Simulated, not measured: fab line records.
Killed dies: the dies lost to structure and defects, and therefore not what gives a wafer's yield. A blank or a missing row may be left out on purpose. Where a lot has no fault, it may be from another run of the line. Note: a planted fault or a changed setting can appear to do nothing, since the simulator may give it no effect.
One fault through the eyes of 2 desks / flow gf180mcu / only its own numbers are on each desk; what lay behind them is given at the end

## FROM THE METROLOGY DESK
What the gauges read for every lot (on any tool): the sampled wafers with a number, averaged. A lot is out of limits, marked OUT, if its mean lies more than 4 standard deviations from the usual mean; the brackets give that distance.
Columns: A = M4_ALCU_THK at GF_M4_THK_MEAS_06, usual 444 nm; B = MIM_CVD_05_THK at GF_MIM_THK_MEAS_06, usual 42.1 nm
lot=L836; first seen here=day 22 09:49; A=447; B=42.5
lot=L837; first seen here=day 22 16:41; A=441; B=42.1
lot=L838; first seen here=day 23 02:00; A=445; B=42.5
lot=L841; first seen here=day 24 11:16; A=446; B=46.8 (+9.9) OUT
lot=L842; first seen here=day 24 18:44; A=446; B=49.8 (+16) OUT
lot=L843; first seen here=day 25 03:10; A=444; B=50.4 (+18) OUT
lot=L846; first seen here=day 26 08:56; A=450; B=42.3
lot=L848; first seen here=day 26 14:50; A=438; B=42.0
lot=L849; first seen here=day 26 20:30; A=439; B=42.6
lot=L850; first seen here=day 27 04:10; A=441; B=42.2
lot=L854; first seen here=day 28 08:44; A=444; B=41.8
lot=L855; first seen here=day 28 17:40; A=453; B=42.2
lot=L856; first seen here=day 29 00:08; A=437; B=42.4
Per this desk, out of limits: L841, L842, L843; the first was L841, day 26 09:32 (MIM_CVD_05_THK at GF_MIM_THK_MEAS_06). In limits: L836, L837, L838, L846, L848, L849, L850, L854, L855, L856.

## FOR THE TOOL OWNER'S DESK: pecvd-02
The tool's own readings at GF_MIM_CVD_05 (deposits Si3N4, target thk 42 nm, time 29.086 s): means of the sampled wafers that have a number, for each lot that ran on this tool. A lot is out of limits, marked OUT, if its mean lies more than 4 standard deviations from the usual mean; the brackets give that distance.
Columns: A = heater_power_w at GF_MIM_CVD_05, usual 645 W
lot=L836; first seen here=day 24 10:17; A=608
lot=L838; first seen here=day 25 01:25; A=639
lot=L841; first seen here=day 26 09:29; A=682
lot=L842; first seen here=day 26 16:46; A=676
lot=L843; first seen here=day 26 23:32; A=700
Finding of this desk: none of the 5 lots has anything out of limits.

## PUT TOGETHER
On L841, L842, L843, the metrology desk was in a position to raise an alarm at day 26 09:32.
Nothing out of limits was seen by the tool owner's desk.
Tool owner's desk: L841, L842, L843 on record, inside its limits.
The lots listed all ran GF_MIM_CVD_05 on pecvd-02.

## WHAT HAD BEEN PUT IN BY THE SIMULATOR
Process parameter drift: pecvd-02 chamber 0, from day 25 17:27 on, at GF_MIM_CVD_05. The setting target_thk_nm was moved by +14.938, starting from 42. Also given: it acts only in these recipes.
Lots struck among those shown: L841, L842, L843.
Hours from the fault's start to each desk's first reading out of limits: the metrology desk, 16.
